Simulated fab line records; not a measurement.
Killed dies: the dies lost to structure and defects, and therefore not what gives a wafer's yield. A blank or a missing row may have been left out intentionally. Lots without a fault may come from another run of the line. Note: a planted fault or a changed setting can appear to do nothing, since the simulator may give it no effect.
A struck lot beside a sound one + flow sky130 + 16 out of 708 route steps
Sound: wafers L504.3, L504.4, L504.6. The struck wafers were L505.2, L505.4, L505.5. At the end, the cause is stated.
Order at every step that has rows: each side's tool, ch and its chambers, its first start. Under that, the readings that differ: sound wafers + struck wafers + difference of the means + sigmas: that difference in standard deviations of wafers without a fault.
alike: a reading whose means differ by less than 2 such deviations, as well as words and numbers matching on both sides. not compared: withheld readings; readings where some wafer has no value; bounds like >300 that might hide an equal value; numbers whose values overlap and for which the record gives no deviation.
A row with sigmas, a row that says differs or no value, or rows on one side alone: a step with any of these is where the two part. Non-overlapping numbers with no deviation appear without sigmas and do not part them. A reading that every wafer of one side lacks parts them only if that side has two wafers or more.

first, 2 steps without rows for these wafers: SKY_METAL3_PEB_11; SKY_METAL3_DEVELOP_12 (develop time 60 s).
SKY_METAL3_CD_MEAS_13: target cd 300 nm.
  sound on cd_sem-01, day 39 19:13; struck on cd_sem-01, day 39 21:07
  alike: cd_nm
SKY_METAL3_OVL_MEAS_14:
  sound on overlay-01, day 39 19:19; struck on overlay-02, day 39 21:14
  alike: METAL3_OVL
SKY_METAL3_DESCUM_15: chemistry O2, time 8 s.
  sound on rie_metal-03 ch 0,1, day 39 19:20; struck on rie_metal-02 ch 0,1, day 39 21:16
  alike: drypump_motor_current_A, oes_product_au
  not compared: rf_hours_counter_h
SKY_METAL3_ETCH_16: etches BARC in N2/H2, stops on SiO2, time 88.2 s, target depth 60 nm.
  sound on rie_metal-03 ch 0,1, day 39 19:24; struck on rie_metal-02 ch 0,1, day 39 21:17
  alike: drypump_motor_current_A, oes_product_au, throttle_valve_pct
  not compared: rf_hours_counter_h
SKY_METAL3_ETCH_17: etches SiO2 in C4F8/O2/Ar, stops on TiN, time 3.9 s, target depth 15 nm.
  sound on rie_diel-02 ch 1,3, day 39 19:28; struck on rie_diel-02 ch 0,1, day 39 21:23
  alike: oes_product_au
  not compared: rf_hours_counter_h
SKY_METAL3_METAL_ETCH_18: etches the open film in Cl2/BCl3, stops on SiO2, target depth 845 nm, time 183.1 s.
  sound on rie_metal-01 ch 0,1, day 39 19:32; struck on rie_metal-03 ch 0,1, day 39 21:24
  alike: drypump_motor_current_A, oes_product_au, throttle_valve_pct
  not compared: rf_hours_counter_h
then, 4 steps without rows for these wafers: SKY_METAL3_STRIP_19 (strips in O2/N2); SKY_METAL3_STRIP_20 (strips in post etch residue remover, time 1200 s); SKY_METAL3_CLEAN_21 (cleans in IPA, time 180 s); SKY_METAL3_CLEAN_22 (cleans in O3/DIW).
SKY_VIA3_HDPCVD_00: deposits SiO2, target thk 1635 nm, time 272.5 s.
  sound on hdpcvd-01 ch 0,1,2, day 39 20:18; struck on hdpcvd-01 ch 0,2, day 39 22:32
SKY_VIA3_THK_MEAS_01:
  sound on film_metro-02, day 39 20:29; struck on film_metro-01, day 39 22:43
| reading              | sound          | struck         | difference | sigmas      |
|----------------------|----------------|----------------|------------|-------------|
| VIA3_HDPCVD_THK (nm) | 1621 1651 1654 | 3222 3289 3280 | +1622      | +99 or more |
SKY_VIA3_CMP_02: polishes SiO2.
  sound on cmp-02 ch 2,3, day 39 20:32; struck on cmp-01 ch 1,2,3, day 39 22:46
| reading             | sound          | struck       | difference | sigmas |
|---------------------|----------------|--------------|------------|--------|
| motor_current_A (A) | 13.9 12.9 13.0 | 9.9 9.2 12.2 | -2.8       | -2     |
  alike: slurry_filter_dp_kPa
-- the record jumps here: 7 days lie between the struck wafers' starts before and after (it left off in module VIA3 and takes up again in module PAD_OPEN, whose first step shown is number 708 of the route) --
SKY_PAD_OPEN_PROBE_99:
  record: rows for the struck wafers here (prober-01, day 46 22:27), none for the sound ones

== WHERE THEY PART ==
Earliest at SKY_VIA3_THK_MEAS_01; latest, in this record, at SKY_PAD_OPEN_PROBE_99.

WHY: the cause the simulator had injected
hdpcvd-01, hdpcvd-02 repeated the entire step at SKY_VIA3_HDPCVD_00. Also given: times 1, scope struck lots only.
